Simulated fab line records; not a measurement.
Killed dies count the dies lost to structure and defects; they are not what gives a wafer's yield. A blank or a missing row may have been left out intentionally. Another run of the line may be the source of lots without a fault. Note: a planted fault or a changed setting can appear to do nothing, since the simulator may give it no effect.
A lot that was struck, set against a sound lot + flow gf180mcu + 18 steps out of a route of 602
Sound: the wafers L555.1, L555.2, L555.5. Struck: wafers L559.2, L559.3, L559.5. The cause is named last.
Each step with rows lists, per side, the tool, then ch with its chambers, then its first start. Under that, the readings that differ: sound wafers + struck wafers + difference of the means + sigmas: that difference in standard deviations of wafers without a fault.
alike: a reading whose means differ by less than 2 such deviations, as well as words and numbers matching on both sides. not compared: withheld readings; readings where some wafer has no value; bounds like >300 that might hide an equal value; numbers whose values overlap and for which the record gives no deviation.
Wherever a step has rows on one side only, a row that says differs or no value, or a row with sigmas, the two part there. When numbers do not overlap yet have no deviation, they are printed without sigmas and do not part them. Lack of a reading on every wafer of one side parts them only where that side has two or more wafers.

first, 3 steps without rows for these wafers: GF_V3_EXPOSE_11 (exposes mask Via3, target cd 260 nm); GF_V3_PEB_12 (peb time 90 s); GF_V3_DEVELOP_13 (develop time 60 s).
GF_V3_CD_MEAS_14: the cd target is 260 nm.
  sound on cd_sem-01 at day 25 08:25; struck on cd_sem-01 at day 26 12:10
  alike: cd_nm
GF_V3_OVL_MEAS_15:
  sound on overlay-02 at day 25 08:32; struck on overlay-02 at day 26 12:17
  alike: V3_OVL
GF_V3_ETCH_16: etches BARC in N2/H2.
  sound on rie_diel-02 ch 0,1, day 25 08:35; struck on rie_diel-02 ch 0,3, day 26 12:19
  alike: drypump_motor_current_A, oes_product_au, throttle_valve_pct
GF_V3_ETCH_17: etches SiO2 in C4F8/O2/Ar, stops on TiN, target depth 635 nm.
  sound: rie_diel-02 ch 0,1; struck: rie_diel-02 ch 0,3
  alike: oes_product_au
GF_V3_STRIP_18: strips in O2/N2.
  sound on plasma_asher-01 ch 0,1, day 25 08:43; struck on plasma_asher-02 ch 0,1, day 26 12:26
  alike: drypump_motor_current_A, heater_power_w, oes_product_au
  not compared: rf_hours_counter_h
then, 2 steps without rows for these wafers: GF_V3_STRIP_19 (strips in post etch residue remover, time 1200 s); GF_V3_CLEAN_20 (cleans in DIW).
GF_V3_SPUTTER_21: material Ti, target thk 15 nm, time 80.02 s.
  sound on pvd_sputter-01 at day 25 09:14; struck on pvd_sputter-04 at day 26 13:04
  alike: throttle_valve_pct
GF_V3_SPUTTER_22: material TiN, target thk 10 nm, time 40 s.
  sound on pvd_sputter-01 at day 25 09:18; struck on pvd_sputter-04 at day 26 13:07
  alike: throttle_valve_pct
GF_V3_CVD_23: deposits W, target thk 350 nm, time 104.9 s.
  sound on cvd_w-02 ch 0,1, day 25 09:20; struck on cvd_w-02 ch 0,1, day 26 13:10
| reading                          | sound                | struck               | difference | sigmas |
|----------------------------------|----------------------|----------------------|------------|--------|
| susceptor_temp_C (C)             | 400.62 400.11 400.13 | 408.35 408.53 408.11 | +8.04      | +35    |
| model.W_of_V3_CVD_23.thk_nm (nm) | 353 353.3 348.6      | 404.4 401.9 401.3    | +50.9      |        |
  alike: heater_power_w
GF_V3_RS_MEAS_24: a four-point-probe measurement.
  sound on film_metro-04 at day 25 09:28; struck on film_metro-01 at day 26 13:17
| reading          | sound                | struck               | difference | sigmas |
|------------------|----------------------|----------------------|------------|--------|
| V3_W_RS (ohm/sq) | 0.3245 0.3244 0.3284 | 0.2831 0.2845 0.2856 | -0.0414    | -14    |
GF_V3_THK_MEAS_25: measures by xrf.
  sound on film_metro-04 at day 25 09:35; struck on film_metro-01 at day 26 13:24
| reading       | sound       | struck      | difference | sigmas |
|---------------|-------------|-------------|------------|--------|
| V3_W_THK (nm) | 357 357 352 | 406 407 406 | +51        | +13    |
GF_V3_CMP_26: polishes, stops on SiO2, t overpolish 15 s, target thk 0 nm.
  sound on cmp-02 ch 0,1,3, day 25 09:41; struck on cmp-01 ch 2,3, day 26 13:27
| reading                | sound    | struck    | difference | sigmas |
|------------------------|----------|-----------|------------|--------|
| time_to_endpoint_s (s) | 84 84 91 | 99 105 96 | +14        | +4     |
  alike: head_pressure_psi, motor_current_A
then, 2 steps without rows for these wafers: GF_M4_SPUTTER_00 (material Ti, target thk 37.5 nm, time 150 s); GF_PASSIVATION_PROBE_99.

== WHERE THEY PART ==
Last at GF_V3_CMP_26 as far as this record goes, first at GF_V3_CVD_23.

WHY: the cause the simulator had injected
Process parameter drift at GF_V3_CVD_23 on cvd_w-02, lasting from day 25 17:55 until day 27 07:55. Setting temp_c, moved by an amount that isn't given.
